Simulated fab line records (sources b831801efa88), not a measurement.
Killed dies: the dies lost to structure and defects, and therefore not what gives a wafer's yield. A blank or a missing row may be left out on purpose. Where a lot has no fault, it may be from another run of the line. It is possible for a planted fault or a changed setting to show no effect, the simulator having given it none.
fab line records	flow sky130
[record] lots = 10	wafers = 29	lastDay = 49
route steps=708 shown METAL1@450 VIA1@460 METAL2@484 PAD_OPEN@708
lots untouched by any fault: they come from a run of this same line in which no faults occurred
startH: the number of hours between the record's first day and the start of the first shown wafer of the lot	waitH: time in hours since the lot's previous step	" identical to the entry in the row above	L1.1+2: a row that stands for several wafers	- value missing, or start not given	* or withheld: withheld	< > ~ a bound
route shown NAME@n: NAME is a module with steps in the file, n the number in the route of the first one	usual: average and standard deviation across the fault-free wafers	same: alike in all rows	chamber/n: place in a boat	sites: the reading at each site	_std_site: the standard deviation of these	_edge_site: the outer-site mean with the inner-site mean subtracted	radiusMm: for every site, how far away it sits from the centre of the wafer	mask NAME#n: copy n	behind: the tool/chamber that last shaped the wafer	hold: the reason the lot was held/the length of the hold in hours/how it ended	device: the transistor (n, p or np) that didn't switch	end of line: the tests these same wafers got at the end of their route	where a step has no rows: the recipe by itself	killed: dies lost to structure and defects at the first sort, not the wafer's yield	map: the dies of a wafer, with x for killed, . for not killed, _ for no die there
set.NAME: the setting that was run; set.NAME@STEP: the one run at that earlier step	model.NAME: the simulator's own value behind a step, which no gauge read
the route's steps for a sample of lots (tables are steps, rows are wafers)
services: the hour from which a tool's chamber was out of use, counted from the record's first day as startH (under 0 if before that day), plus the number of hours and why
[[steps]]
[step SKY_METAL1_OVL_MEAS_16]
[usual] METAL1_OVL = 4/5.6
lot.wafer	tool	chamber	startH	waitH	METAL1_OVL[nm]
L503.1	overlay-01	-	791.22	0.1	10
L503.3	"	-	"	"	8
L503.6	"	-	"	"	1
L506.2	overlay-02	-	815.93	0.1	11
L506.5	"	-	"	"	-2
L506.6	"	-	"	"	11
L505.1	overlay-01	-	817.77	0.1	21
L505.4	"	-	"	"	-5
L505.5	"	-	"	"	7
L507.1	overlay-01	-	833.12	0.1	1
L507.4	"	-	"	"	9
L507.5	"	-	"	"	8
L513.3	overlay-02	-	884.28	0.1	4
L513.5	"	-	"	"	-1
L513.6	"	-	"	"	7
L514.3	overlay-01	-	884.63	0.1	-1
L514.5	"	-	"	"	2
L514.6	"	-	"	"	1
L518.3	overlay-02	-	885.24	0.1	7
L518.5	"	-	"	"	10
L518.6	"	-	"	"	3
L515.1	overlay-02	-	888.34	0.1	2
L515.2	"	-	"	"	4
L515.6	"	-	"	"	3
L519.2	overlay-01	-	893.23	0.1	-2
L519.4	"	-	"	"	-1
L519.5	"	-	"	"	4
L521.1	overlay-02	-	905.54	0.1	5
L521.5	"	-	"	"	0
[step SKY_VIA1_CMP_02]
[recipe] material = SiO2	downForcePsi = 4	platenRpm = 60	padVelocityMS = 0.94248
[usual] headPressurePsi = 4.000/0.0094	motorCurrentA = 11.9/1.8
lot.wafer	tool	chamber	startH	waitH	headPressurePsi	motorCurrentA
L503.1	cmp-02	2	792.53	0.1	4.004	14.7
L503.3	"	0	"	"	4.008	11.5
L503.6	"	1	"	"	4.001	10.7
L506.2	cmp-01	3	817.18	0.1	3.996	10.1
L506.6	"	2	"	"	3.992	12.0
L506.5	"	3	"	"	4.018	10.3
L505.1	cmp-02	0	818.84	0.1	4.003	11.3
L505.4	"	2	"	"	4.000	14.9
L505.5	"	0	"	"	3.991	12.1
L507.1	cmp-01	0	834.20	0.1	4.020	8.7
L507.4	"	2	"	"	4.020	13.3
L507.5	"	3	"	"	4.006	10.5
L513.3	cmp-02	1	885.45	0.2	3.983	11.7
L513.5	"	2	"	"	4.000	16.1
L513.6	"	3	"	"	3.996	12.2
L514.3	cmp-01	0	885.65	0.0	3.996	8.6
L514.5	"	0	"	"	4.006	8.9
L514.6	"	1	"	"	3.987	12.2
L518.3	cmp-01	3	886.54	0.1	4.009	10.5
L518.6	"	1	"	"	4.006	12.3
L518.5	"	2	"	"	3.999	12.8
L515.1	cmp-02	0	889.52	0.1	4.010	11.1
L515.2	"	2	"	"	4.013	15.6
L515.6	"	1	"	"	3.987	10.9
L519.2	cmp-02	0	894.48	0.1	4.015	11.0
L519.4	"	1	"	"	3.997	10.8
L519.5	"	3	"	"	4.006	12.4
L521.1	cmp-02	0	906.67	0.2	4.013	11.9
L521.5	"	1	"	"	3.991	11.7
[step SKY_METAL2_SPUTTER_01]
[recipe] material = TiN	targetThkNm = 20	powerW = 6500	timeS = 16.7	chamberPressurePa = 0.4
[usual] throttleValvePct = 30.5/0.86
lot.wafer	tool	chamber	startH	waitH	throttleValvePct
L503.1	pvdSputter-02	-	821.53	0.0	31.8
L503.3	"	-	"	"	30.8
L503.6	"	-	"	"	31.6
L506.2	pvdSputter-04	-	844.89	0.0	30.3
L506.5	"	-	"	"	29.9
L506.6	"	-	"	"	30.4
L505.1	pvdSputter-02	-	846.74	0.0	31.3
L505.4	"	-	"	"	31.8
L505.5	"	-	"	"	30.6
L507.1	pvdSputter-02	-	860.88	0.0	29.7
L507.4	"	-	"	"	30.6
L507.5	"	-	"	"	29.9
L513.3	pvdSputter-01	-	912.49	0.0	28.7
L513.5	"	-	"	"	29.9
L513.6	"	-	"	"	28.8
L514.3	pvdSputter-02	-	912.84	0.0	31.0
L514.5	"	-	"	"	31.4
L514.6	"	-	"	"	30.8
L518.3	pvdSputter-02	-	913.44	0.0	30.8
L518.5	"	-	"	"	30.7
L518.6	"	-	"	"	31.3
L515.1	pvdSputter-02	-	915.59	0.0	31.8
L515.2	"	-	"	"	29.8
L515.6	"	-	"	"	29.7
L519.2	pvdSputter-02	-	921.68	0.0	30.6
L519.4	"	-	"	"	31.9
L519.5	"	-	"	"	31.4
L521.1	pvdSputter-02	-	933.04	0.0	30.0
L521.5	"	-	"	"	32.1
[step SKY_METAL2_SPUTTER_02]
[recipe] material = AlCu	targetThkNm = 250	powerW = 10600	timeS = 13.3	chamberPressurePa = 0.4
[usual] throttleValvePct = 30.5/0.86
lot.wafer	tool	chamber	startH	waitH	throttleValvePct
L503.1	pvdSputter-02	-	821.55	0.0	32.0
L503.3	"	-	"	"	30.8
L503.6	"	-	"	"	31.4
L506.2	pvdSputter-04	-	844.91	0.0	30.5
L506.5	"	-	"	"	29.9
L506.6	"	-	"	"	30.7
L505.1	pvdSputter-02	-	846.76	0.0	31.5
L505.4	"	-	"	"	31.8
L505.5	"	-	"	"	30.7
L507.1	pvdSputter-02	-	860.90	0.0	29.6
L507.4	"	-	"	"	30.8
L507.5	"	-	"	"	29.7
L513.3	pvdSputter-01	-	912.52	0.0	28.6
L513.5	"	-	"	"	30.1
L513.6	"	-	"	"	28.9
L514.3	pvdSputter-02	-	912.87	0.0	30.9
L514.5	"	-	"	"	31.3
L514.6	"	-	"	"	30.6
L518.3	pvdSputter-02	-	913.47	0.0	30.5
L518.5	"	-	"	"	30.4
L518.6	"	-	"	"	31.3
L515.1	pvdSputter-02	-	915.62	0.0	31.8
L515.2	"	-	"	"	29.9
L515.6	"	-	"	"	29.6
L519.2	pvdSputter-02	-	921.70	0.0	30.8
L519.4	"	-	"	"	32.2
L519.5	"	-	"	"	31.5
L521.1	pvdSputter-02	-	933.06	0.0	29.8
L521.5	"	-	"	"	31.9
[step SKY_METAL2_RS_MEAS_05]
[recipe] thkMeasGauge = four-point-probe	reads = TiN_of_METAL2_SPUTTER_04+Ti_of_METAL2_SPUTTER_03+AlCu_of_METAL2_SPUTTER_02+TiN_of_METAL2_SPUTTER_01+Ti_of_METAL2_SPUTTER_00
[usual] METAL2_ALCU_RS = 0.1269/0.0012
lot.wafer	tool	chamber	startH	waitH	hold	METAL2_ALCU_RS[ohm/sq]
L503.1	filmMetro-01	-	821.65	0.0	-	0.1267
L503.3	"	-	"	"	-	0.1247
L503.6	"	-	"	"	-	0.1265
L506.2	filmMetro-04	-	845.02	0.0	-	0.1286
L506.5	"	-	"	"	-	0.1282
L506.6	"	-	"	"	-	0.1286
L505.1	filmMetro-01	-	846.85	0.0	-	0.1264
L505.4	"	-	"	"	-	0.1262
L505.5	"	-	"	"	-	0.1249
L507.1	filmMetro-01	-	860.99	0.0	-	0.1272
L507.4	"	-	"	"	-	0.1269
L507.5	"	-	"	"	-	0.1261
L513.3	filmMetro-02	-	912.65	0.1	-	0.1264
L513.5	"	-	"	"	-	0.1254
L513.6	"	-	"	"	-	0.1260
L514.3	filmMetro-04	-	913.00	0.1	-	0.1246
L514.5	"	-	"	"	-	0.1267
L514.6	"	-	"	"	-	0.1255
L518.3	filmMetro-02	-	913.60	0.1	-	0.1244
L518.5	"	-	"	"	-	0.1245
L518.6	"	-	"	"	-	0.1264
L515.1	filmMetro-04	-	915.71	0.0	-	0.1267
L515.2	"	-	"	"	-	0.1269
L515.6	"	-	"	"	-	0.1253
L519.2	filmMetro-01	-	921.81	0.0	awaitDispo/0.2h/release	0.1269
L519.4	"	-	"	"	awaitDispo/0.2h/release	0.1274
L519.5	"	-	"	"	awaitDispo/0.2h/release	0.2525
L519.2	filmMetro-01	-	922.10	0.3	-	0.1271
L519.4	"	-	"	"	-	0.1273
L519.5	"	-	"	"	-	0.2524
L521.1	filmMetro-01	-	933.15	0.0	awaitDispo/0.2h/release	0.1274
L521.5	"	-	"	"	awaitDispo/0.2h/release	0.2524
L521.1	filmMetro-01	-	933.44	0.3	-	0.1270
L521.5	"	-	"	"	-	0.2524
[step SKY_METAL2_THK_MEAS_06]
[recipe] thkMeasGauge = xrf	reads = AlCu_of_METAL2_SPUTTER_02
[usual] METAL2_ALCU_THK = 250.7/2.7
lot.wafer	tool	chamber	startH	waitH	hold	METAL2_ALCU_THK[nm]
L503.1	filmMetro-01	-	821.77	0.1	-	248.3
L503.3	"	-	"	"	-	252.2
L503.6	"	-	"	"	-	250.0
L506.2	filmMetro-04	-	845.13	0.1	-	247.3
L506.5	"	-	"	"	-	248.9
L506.6	"	-	"	"	-	248.1
L505.1	filmMetro-01	-	846.97	0.1	-	251.0
L505.4	"	-	"	"	-	251.1
L505.5	"	-	"	"	-	253.2
L507.1	filmMetro-01	-	861.11	0.1	-	248.7
L507.4	"	-	"	"	-	249.6
L507.5	"	-	"	"	-	249.0
L513.3	filmMetro-02	-	912.75	0.1	-	253.4
L513.5	"	-	"	"	-	253.6
L513.6	"	-	"	"	-	255.2
L514.3	filmMetro-04	-	913.10	0.1	-	253.2
L514.5	"	-	"	"	-	248.2
L514.6	"	-	"	"	-	253.2
L518.3	filmMetro-02	-	913.70	0.1	-	257.5
L518.5	"	-	"	"	-	257.6
L518.6	"	-	"	"	-	254.8
L515.1	filmMetro-04	-	915.83	0.1	-	248.3
L515.2	"	-	"	"	-	249.1
L515.6	"	-	"	"	-	252.0
L519.2	filmMetro-01	-	929.03	6.9	awaitDispo/0.2h/release	249.0
L519.4	"	-	"	"	awaitDispo/0.2h/release	246.9
L519.5	"	-	"	"	awaitDispo/0.2h/release	129.5
L519.2	filmMetro-01	-	929.26	0.2	-	247.9
L519.4	"	-	"	"	-	247.3
L519.5	"	-	"	"	-	130.6
L521.1	filmMetro-01	-	938.57	5.1	awaitDispo/0.2h/release	249.3
L521.5	"	-	"	"	awaitDispo/0.2h/release	128.8
L521.1	filmMetro-01	-	938.87	0.3	-	249.9
L521.5	"	-	"	"	-	128.7
[step SKY_METAL2_METAL_ETCH_19]
[recipe] targetDepthA = 3600	stopOn = SiO2	overEtchFrac = 0.3	timeS = 78	chemistry = Cl2/BCl3	resistSidewallDeg = 88	pressureMtorr = 10	icpW = 900	biasW = 48.5	Cl2_flow_sccm = 60	bcl3FlowSccm = 30
[usual] drypumpMotorCurrentA = 5.87/0.16	oesProductAu = 0.854/0.0055	throttleValvePct = 22.264/0.0086
[same] overEtchFrac = 0.3
lot.wafer	tool	chamber	startH	waitH	drypumpMotorCurrentA	oesProductAu	rfHoursCounterH	throttleValvePct
L503.1	rieMetal-01	0	847.95	0.1	5.97	0.855	9	22.270
L503.3	"	0	"	"	5.98	0.857	-	22.268
L503.6	"	0	"	"	6.00	0.850	-	22.260
L506.2	rieMetal-02	1	870.34	0.0	5.68	0.850	18	22.264
L506.5	"	1	"	"	5.66	0.856	-	22.272
L506.6	"	0	"	"	6.14	0.852	-	22.270
L505.1	rieMetal-04	1	871.88	0.0	5.77	0.856	3	22.264
L505.4	"	1	"	"	5.77	0.858	-	22.257
L505.5	"	0	"	"	5.74	0.865	-	22.262
L507.1	rieMetal-04	1	886.45	0.0	5.79	0.854	3	22.260
L507.4	"	1	"	"	5.79	0.849	-	22.261
L507.5	"	1	"	"	5.78	0.857	-	22.262
L513.3	rieMetal-04	0	937.28	0.1	5.72	0.855	-	22.262
L513.5	"	0	"	"	5.74	0.842	-	22.267
L513.6	"	1	"	"	5.77	0.852	-	22.257
L514.3	rieMetal-01	0	937.93	0.1	5.96	0.861	-	22.262
L514.5	"	0	"	"	5.99	0.857	-	22.262
L514.6	"	1	"	"	5.97	0.852	-	22.259
L518.3	rieMetal-02	0	938.18	0.1	6.13	0.856	-	22.262
L518.5	"	0	"	"	6.14	0.857	-	22.267
L518.6	"	1	"	"	5.63	0.858	-	22.261
L515.1	rieMetal-02	0	940.00	0.0	6.15	0.855	0	22.266
L515.2	"	1	"	"	5.68	0.861	2	22.269
L515.6	"	0	"	"	6.13	0.857	-	22.262
L519.2	rieMetal-01	0	946.15	0.0	6.01	0.860	15	22.283
L519.4	"	1	"	"	5.96	0.852	-	22.267
L519.5	"	0	"	"	5.95	0.728	-	22.257
L521.1	rieMetal-01	0	957.70	0.0	6.00	0.859	16	22.256
L521.5	"	0	"	"	5.98	0.722	-	22.262
[step SKY_PAD_OPEN_PROBE_99]
[usual] defectLimitedYield = 82.3/1.8	killed_at_M0_to_M3 = 44/6.9	killed_at_M4_up = 3.3/1.7	killedAtContacts = 24/5.5	killedAtFrontEnd = 16/4.5	killedAtOther = 0.2/0.46	killedDies = 87/9.1	killedOpen = 48/7.3	killedShort = 39/6.2	sort_bin_3_pad_short = 0.9/0.4	sort_bin_5_function = 10.4/1.5	sort_bin_6_memory = 6.4/1.2	sortNPass = 405/9.1	sortYieldPct = 82.3/1.8
[same] grossDies = 492	killedAtBackSide = 0	sort_bin_4_leakage[%] = 0	sort_bin_8_speed[%] = 0
lot.wafer	tool	chamber	startH	waitH	defectLimitedYield[%]	killed_at_M0_to_M3	killed_at_M4_up	killedAtContacts	killedAtFrontEnd	killedAtOther	killedDies	killedOpen	killedShort	sort_bin_3_pad_short[%]	sort_bin_5_function[%]	sort_bin_6_memory[%]	sortNPass	sortYieldPct[%]
L505.1	prober-02	-	1117.64	0.1	84.6	37	1	24	14	0	76	40	34	0.2	9.8	5.5	416	84.6
L505.4	prober-02	-	1117.79	0.2	81.7	39	5	24	21	1	90	49	39	1.8	10.2	6.3	402	81.7
L505.5	prober-02	-	1117.84	0.2	81.7	44	5	22	19	0	90	45	45	0.8	11.8	5.7	402	81.7
L507.1	prober-02	-	1126.41	0.1	80.7	47	0	29	19	0	95	37	58	2.4	10.8	6.1	397	80.7
L507.4	prober-02	-	1126.56	0.2	81.5	52	2	15	22	0	91	48	42	0.4	11.2	6.9	401	81.5
L507.5	prober-02	-	1126.61	0.2	80.9	43	1	30	20	0	94	49	45	1.0	11.4	6.7	398	80.9
L513.3	prober-02	-	1165.12	0.2	81.7	41	3	27	19	0	90	39	51	0.6	8.9	8.7	402	81.7
L513.5	prober-02	-	1165.22	0.2	81.7	63	2	14	11	0	90	36	54	1.0	9.8	7.5	402	81.7
L513.6	prober-02	-	1165.27	0.2	81.5	49	3	29	10	0	91	51	40	1.4	10.4	6.7	401	81.5
L514.3	prober-01	-	1166.93	0.2	82.5	36	2	27	21	0	86	48	37	1.4	11.0	5.1	406	82.5
L514.5	prober-01	-	1167.03	0.2	80.5	40	5	28	23	0	96	58	38	0.4	12.4	6.7	396	80.5
L514.6	prober-01	-	1167.08	0.2	86.6	36	2	17	11	0	66	26	40	1.0	6.5	5.9	426	86.6
L518.3	prober-01	-	1169.52	0.2	81.9	53	2	23	11	0	89	56	33	0.8	11.0	6.3	403	81.9
L518.5	prober-01	-	1169.62	0.2	80.1	47	5	29	17	0	98	52	46	0.8	12.6	6.5	394	80.1
L518.6	prober-01	-	1169.67	0.2	79.3	51	2	34	15	0	102	62	40	0.4	14.4	5.9	390	79.3
L515.1	prober-02	-	1169.93	0.1	83.3	40	2	23	17	0	82	44	38	0.6	10.8	5.3	410	83.3
L515.2	prober-02	-	1169.98	0.1	80.5	57	0	23	15	1	96	61	35	0.6	13.0	5.9	396	80.5
L515.6	prober-02	-	1170.18	0.2	81.3	50	3	21	18	0	92	48	44	0.4	10.8	7.5	400	81.3
L519.2	prober-01	-	1176.51	0.1	78.0	58	6	25	19	0	108	57	51	0.4	13.2	8.3	384	78.0
L519.4	prober-01	-	1176.61	0.2	85.8	41	1	20	8	0	70	42	28	0.6	7.1	6.5	422	85.8
L519.5	prober-01	-	1176.66	0.2	82.3	44	3	21	19	0	87	45	42	0.4	12.6	4.7	405	82.3
// killed by level:class
L505.1 VIA1:geometricParticle:open=13 FIELD_ISO:geometricParticle:short=7 CONTACT:geometricParticle:open=7 LI_CONTACT:geometricParticle:open=6 CONTACT:geometricParticle:short=6 METAL1:geometricParticle:short=5 VIA2:geometricParticle:short=4 VIA3:geometricParticle:open=4
L505.4 CONTACT:geometricParticle:open=10 METAL2:geometricParticle:short=8 VIA1:geometricParticle:open=7 VIA2:geometricParticle:open=6 FIELD_ISO:geometricParticle:open=5 LI_CONTACT:geometricParticle:open=5 FIELD_ISO:geometricParticle:short=4 SPACER:geometricParticle:open=4
L505.5 VIA1:geometricParticle:open=10 LI_CONTACT:geometricParticle:open=8 METAL2:geometricParticle:short=7 METAL1:geometricParticle:short=7 POLY_GATE:geometricParticle:short=6 CONTACT:geometricParticle:open=5 LOCAL_INTERCONNECT:geometricParticle:short=4 VIA2:geometricParticle:open=4
L507.1 METAL2:geometricParticle:short=8 VIA3:geometricParticle:short=8 FIELD_ISO:geometricParticle:short=7 CONTACT:geometricParticle:short=7 CONTACT:geometricParticle:open=7 VIA1:geometricParticle:open=7 LI_CONTACT:geometricParticle:open=6 VIA2:geometricParticle:open=6
L507.4 VIA1:geometricParticle:open=16 FIELD_ISO:geometricParticle:short=7 CONTACT:geometricParticle:open=7 METAL1:geometricParticle:short=7 VIA1:geometricParticle:short=6 FIELD_ISO:geometricParticle:open=4 POLY_GATE:geometricParticle:short=4 POLY_GATE:geometricParticle:open=4
L507.5 CONTACT:geometricParticle:open=11 METAL2:geometricParticle:short=8 VIA1:geometricParticle:open=8 VIA3:geometricParticle:open=8 CONTACT:geometricParticle:short=7 POLY_GATE:geometricParticle:short=6 LOCAL_INTERCONNECT:geometricParticle:short=6 VIA2:geometricParticle:open=6
L513.3 LI_CONTACT:geometricParticle:open=8 METAL1:geometricParticle:short=8 METAL2:geometricParticle:short=7 FIELD_ISO:geometricParticle:open=6 POLY_GATE:geometricParticle:short=6 VIA1:geometricParticle:short=6 CONTACT:geometricParticle:short=6 VIA2:geometricParticle:open=6
L513.5 VIA1:geometricParticle:open=13 VIA1:geometricParticle:short=9 METAL2:geometricParticle:short=9 VIA3:geometricParticle:open=9 VIA3:geometricParticle:short=8 METAL1:geometricParticle:short=7 FIELD_ISO:geometricParticle:short=6 CONTACT:geometricParticle:short=4
L513.6 CONTACT:geometricParticle:open=13 VIA1:geometricParticle:open=11 VIA2:geometricParticle:open=10 METAL1:geometricParticle:short=7 LI_CONTACT:geometricParticle:open=6 VIA3:geometricParticle:open=5 METAL2:geometricParticle:short=5 LOCAL_INTERCONNECT:geometricParticle:short=4
L514.3 LI_CONTACT:geometricParticle:open=8 LOCAL_INTERCONNECT:geometricParticle:short=8 CONTACT:geometricParticle:open=8 VIA3:geometricParticle:open=8 METAL1:geometricParticle:short=7 POLY_GATE:geometricParticle:open=6 VIA2:geometricParticle:open=6 POLY_GATE:geometricParticle:short=4
L514.5 CONTACT:geometricParticle:open=9 VIA1:geometricParticle:open=8 LI_CONTACT:geometricParticle:open=8 VIA3:geometricParticle:open=8 FIELD_ISO:geometricParticle:open=7 CONTACT:geometricParticle:short=7 POLY_GATE:geometricParticle:open=5 VIA1:geometricParticle:short=5
L514.6 METAL2:geometricParticle:short=8 METAL1:geometricParticle:short=6 LI_CONTACT:geometricParticle:open=5 CONTACT:geometricParticle:short=5 VIA1:geometricParticle:open=4 VIA1:geometricParticle:short=4 VIA3:geometricParticle:open=4 FIELD_ISO:geometricParticle:open=3
L518.3 VIA1:geometricParticle:open=16 VIA3:geometricParticle:open=11 CONTACT:geometricParticle:open=10 FIELD_ISO:geometricParticle:open=6 VIA3:geometricParticle:short=5 METAL1:geometricParticle:short=5 VIA1:geometricParticle:short=5 LOCAL_INTERCONNECT:geometricParticle:short=4
L518.5 CONTACT:geometricParticle:open=12 VIA1:geometricParticle:open=9 VIA3:geometricParticle:open=8 VIA1:geometricParticle:short=6 VIA2:geometricParticle:short=6 METAL4:geometricParticle:short=5 LI_CONTACT:geometricParticle:short=5 METAL3:geometricParticle:short=5
L518.6 CONTACT:geometricParticle:open=15 VIA1:geometricParticle:open=14 LI_CONTACT:geometricParticle:open=10 VIA2:geometricParticle:short=7 METAL2:geometricParticle:short=6 VIA3:geometricParticle:open=6 LOCAL_INTERCONNECT:geometricParticle:short=5 FIELD_ISO:geometricParticle:open=4
L515.1 CONTACT:geometricParticle:open=10 VIA3:geometricParticle:open=7 VIA1:geometricParticle:open=6 METAL3:geometricParticle:short=6 FIELD_ISO:geometricParticle:open=5 VIA1:geometricParticle:short=5 FIELD_ISO:geometricParticle:short=4 LI_CONTACT:geometricParticle:open=4
L515.2 VIA2:geometricParticle:open=13 LI_CONTACT:geometricParticle:open=11 CONTACT:geometricParticle:open=9 VIA3:geometricParticle:open=9 METAL1:geometricParticle:short=8 METAL2:geometricParticle:short=8 VIA1:geometricParticle:open=7 POLY_GATE:geometricParticle:open=5
L515.6 VIA1:geometricParticle:open=11 VIA3:geometricParticle:open=9 CONTACT:geometricParticle:open=7 VIA2:geometricParticle:open=7 VIA2:geometricParticle:short=6 POLY_GATE:geometricParticle:short=5 LOCAL_INTERCONNECT:geometricParticle:short=5 METAL2:geometricParticle:short=5
L519.2 VIA1:geometricParticle:open=12 CONTACT:geometricParticle:open=11 VIA1:geometricParticle:short=11 VIA2:geometricParticle:open=7 FIELD_ISO:geometricParticle:open=6 METAL1:geometricParticle:short=6 METAL4:geometricParticle:short=6 VIA3:geometricParticle:open=6
L519.4 CONTACT:geometricParticle:open=10 VIA1:geometricParticle:open=10 METAL1:geometricParticle:short=6 VIA3:geometricParticle:open=5 METAL2:geometricParticle:short=4 VIA2:geometricParticle:open=4 POLY_GATE:geometricParticle:open=3 LI_CONTACT:geometricParticle:open=3
L519.5 CONTACT:geometricParticle:open=11 VIA1:geometricParticle:open=9 POLY_GATE:geometricParticle:short=8 METAL1:geometricParticle:short=8 VIA2:geometricParticle:open=7 VIA1:geometricParticle:short=5 METAL2:geometricParticle:short=4 FIELD_ISO:geometricParticle:open=3
[[services]]
tool	chamber	startH	hours	kind
rieMetal-04	1	779.20	-	clean
rieMetal-04	1	779.20	16.3	scheduledDown
rieMetal-04	1	779.20	16.3	ventCycle
rieMetal-01	1	811.51	9.1	repair
pvdSputter-04	-	819.20	1.4	repair
rieMetal-02	-	826.27	0.3	repair
cmp-02	-	829.58	0.8	repair
cmp-01	-	837.63	7.8	pm
rieMetal-01	1	838.27	71.5	repair
pvdSputter-02	0	851.42	-	consumableReplace:kit
pvdSputter-02	0	851.42	18.0	scheduledDown
pvdSputter-02	0	851.42	18.0	ventCycle
cmp-01	-	874.58	1.3	repair
rieMetal-02	1	881.25	-	clean
rieMetal-02	1	881.25	18.9	scheduledDown
rieMetal-02	1	881.25	18.9	ventCycle
rieMetal-02	0	899.43	2.2	repair
cmp-01	-	912.00	4.0	pm
cmp-01	-	916.00	-	consumableReplace:conditioner
cmp-01	-	916.00	-	consumableReplace:pad
pvdSputter-01	-	923.36	0.9	repair
pvdSputter-02	-	924.80	1.3	repair
cmp-02	-	927.84	27.9	repair
rieMetal-04	-	928.42	2.8	pm
[[key]]
[firstSign] step = SKY_METAL2_RS_MEAS_05	reading = visit	direction = added
[effect] step = SKY_METAL2_RS_MEAS_05	reading = METAL2_ALCU_RS	direction = up	sigmas = 99+	usual = 0.1269	struck = 0.2525
[effect] step = SKY_METAL2_THK_MEAS_06	reading = visit	direction = added
[effect] step = SKY_METAL2_THK_MEAS_06	reading = METAL2_ALCU_THK	direction = down	sigmas = 44	usual = 250.7	struck = 129.1
[effect] step = SKY_METAL2_METAL_ETCH_19	reading = oesProductAu	direction = down	sigmas = 23	usual = 0.854	struck = 0.725
metAt SKY_METAL2_SPUTTER_02
struckLots L519,L521
struckWafers L519.5,L521.5
notActingAt SKY_METAL1_OVL_MEAS_16,SKY_VIA1_CMP_02,SKY_METAL2_SPUTTER_01
onsetBetween 915.62 921.70
[fault] kind = processParameterDrift	tool = pvdSputter-02	chamber = -	onsetH = 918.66	steps = SKY_METAL2_SPUTTER_02	channel = targetThkNm	offset = -118.02	shape = step	endH = 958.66	scope = struckWafersOnly	actsIn = theseRecipesOnly	stated = 250
